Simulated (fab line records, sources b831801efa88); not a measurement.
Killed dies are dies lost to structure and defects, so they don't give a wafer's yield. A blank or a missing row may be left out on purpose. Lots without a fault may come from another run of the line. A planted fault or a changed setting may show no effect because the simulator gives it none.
Problem report in the 8D (eight disciplines) form, filled by code | flow sky130 | the parts of the form that need people (team, actions taken, sign-off) are left out

1. THE PROBLEM
chamber_pressure_pa at SKY_METAL3_SPUTTER_03 reads a mean of 0.4836 Pa on 9 wafers of 3 lots; wafers without a fault read 0.3999 Pa with a standard deviation of 0.00084. That is +99 or more standard deviations from the usual mean.
The step: material Ti, target thk 5 nm, time 3.3 s.
First seen on wafer L243.1, day 37 19:13, on pvd_sputter-02. The record holds 33 wafers of 11 lots with a number at this step. Rule for "out", or "out of limits": more than 4 standard deviations from the usual mean. The other wafers with a number count as sound.

2. WHAT IT IS AND WHAT IT IS NOT
question                    | is                     | is not
which readings at this step | chamber_pressure_pa    | cathode_dc_power_W
which lots                  | L243, L244, L245       | L238, L240, L242, L253, L255, L257, L258, L259
which wafers of those lots  | all that have a number | -
read on which tools         | pvd_sputter-02         | pvd_sputter-03, pvd_sputter-04
when                        | from day 37 19:13      | up to then (9 sound wafers); but 15 sound wafers of L253, L255, L257, L258, L259 came after

3. SUSPECTS, AND WHAT RULES EACH OUT
Counting: a tool at a process step up to the reading stays a suspect if it ran every lot that is out and no sound lot after the first of them.
- pvd_sputter-02 at SKY_METAL3_SPUTTER_03 (material Ti, target thk 5 nm, time 3.3 s): ruled out as a lasting fault. Sound lots L255, L257, L258 ran on it after its first lot that is out, L243 (day 37 19:13).
Left after counting: nothing in the record.

4. THE CAUSE (what the simulator had put in)
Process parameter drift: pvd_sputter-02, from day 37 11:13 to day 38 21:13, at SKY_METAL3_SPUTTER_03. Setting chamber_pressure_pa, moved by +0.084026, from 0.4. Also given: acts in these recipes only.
Counting ruled it out, wrongly.

5. THE CHAIN OF EFFECTS, in route order
Each row: a reading whose mean over the struck wafers that have a number lies more than 3 standard deviations from the usual. Only readings for which the record gives a usual standard deviation are gone through. hours: the time from each lot's start at the first step in this table that gives one to its start at this step, as a median over the lots. sigmas: the change in usual standard deviations.
hours | step                  | reading             | usual     | on struck wafers | change  | sigmas
0     | SKY_METAL3_SPUTTER_03 | chamber_pressure_pa | 0.3999 Pa | 0.4836           | +0.0837 | +99 or more
The process steps in it:
- SKY_METAL3_SPUTTER_03: material Ti, target thk 5 nm, time 3.3 s.

6. WHAT WOULD HAVE CAUGHT IT SOONER
In this record the first reading out of limits was taken at day 37 19:13, 8 hours after the fault began at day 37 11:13.
